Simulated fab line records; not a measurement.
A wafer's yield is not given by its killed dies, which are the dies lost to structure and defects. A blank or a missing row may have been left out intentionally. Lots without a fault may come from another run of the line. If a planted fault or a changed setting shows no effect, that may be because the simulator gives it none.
Problem report, 8D (eight disciplines) form, completed by code / flow sky130 / the parts of the form that need people (team, actions taken, sign-off) are left out

== 1. PROBLEM STATEMENT ==
Wafers free of any fault read -5 nm (standard deviation 5.1) for CONTACT_OVL at SKY_CONTACT_OVL_MEAS_15, against a mean of 41 nm on 9 wafers of 3 lots. Measured from the usual mean, that is +9.1 standard deviations.
First observed at day 37 01:17: wafer L476.1, on overlay-02. The record holds 45 wafers of 15 lots with a number at this step. The rule behind "out" and "out of limits": a value lying over 4 standard deviations away from the usual mean. Any other wafer with a number is counted as sound.

== 2. WHAT IT IS, WHAT IT ISN'T ==
question=which readings at this step | is=CONTACT_OVL | is not=-
question=which lots | is=L476, L478, L479 | is not=L458, L459, L462, L463, L464, L465, L466, L467, L468, L469, L472, L480
question=which wafers of those lots | is=all that have a number | is not=-
question=read on which gauges | is=overlay-01, overlay-02 | is not=-
question=when | is=from day 37 01:17 | is not=up to then (33 sound wafers); but 3 sound wafers of L480 came after

== 3. WHAT RULES OUT EACH SUSPECT ==
Counting: a tool stays on the suspect list if, at a process step up to the reading, it processed all lots that are out and no sound lot following the first of them.
- ruled out: the gauge at SKY_CONTACT_OVL_MEAS_15. 2 gauges (overlay-01, overlay-02) read the wafers that are out.
- krf scanner-01 at SKY_CONTACT_EXPOSE_11 (exposes mask CTM1, target cd 170 nm): kept. It ran every lot that is out, first L476 (day 36 12:37), and no sound lot after that; its last sound lot up to then is L466 (day 33 13:08).
The count leaves krf scanner-01 at SKY_CONTACT_EXPOSE_11.

== 4. THE CAUSE (what the simulator had put in) ==
Scanner matching overlay: krf scanner-01, from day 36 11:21 on, at SKY_CONTACT_EXPOSE_11. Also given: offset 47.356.
This tool alone remained once counting was done.

== 5. THE CHAIN OF EFFECTS, in route order ==
Each row: a reading whose mean over the struck wafers that have a number lies more than 3 standard deviations from the usual. Only readings whose record carries a usual standard deviation are examined. hours: median over the lots of the time between each lot's start at the first step of this table that gives one and its start at this step. sigmas: the change, counted in usual standard deviations.
hours=0; step=SKY_CONTACT_OVL_MEAS_15; reading=CONTACT_OVL; usual=-5 nm; on struck wafers=41; change=+46; sigmas=+9.1

== 6. HOW IT WOULD HAVE BEEN CAUGHT EARLIER ==
14 hours passed between the start of the fault at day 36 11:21 and the first reading out of limits at a measuring or inspecting step in this record, taken at day 37 01:17.
An alarm limit of 4 standard deviations would not have fired on the tool readings at SKY_CONTACT_EXPOSE_11 for which the record gives a usual standard deviation, since none of them was out on any struck wafer.
L478, L479, from the lots that are out (3), started SKY_CONTACT_EXPOSE_11 on krf scanner-01 later than day 37 01:17. A hold on the tool at that time would have spared those 2.
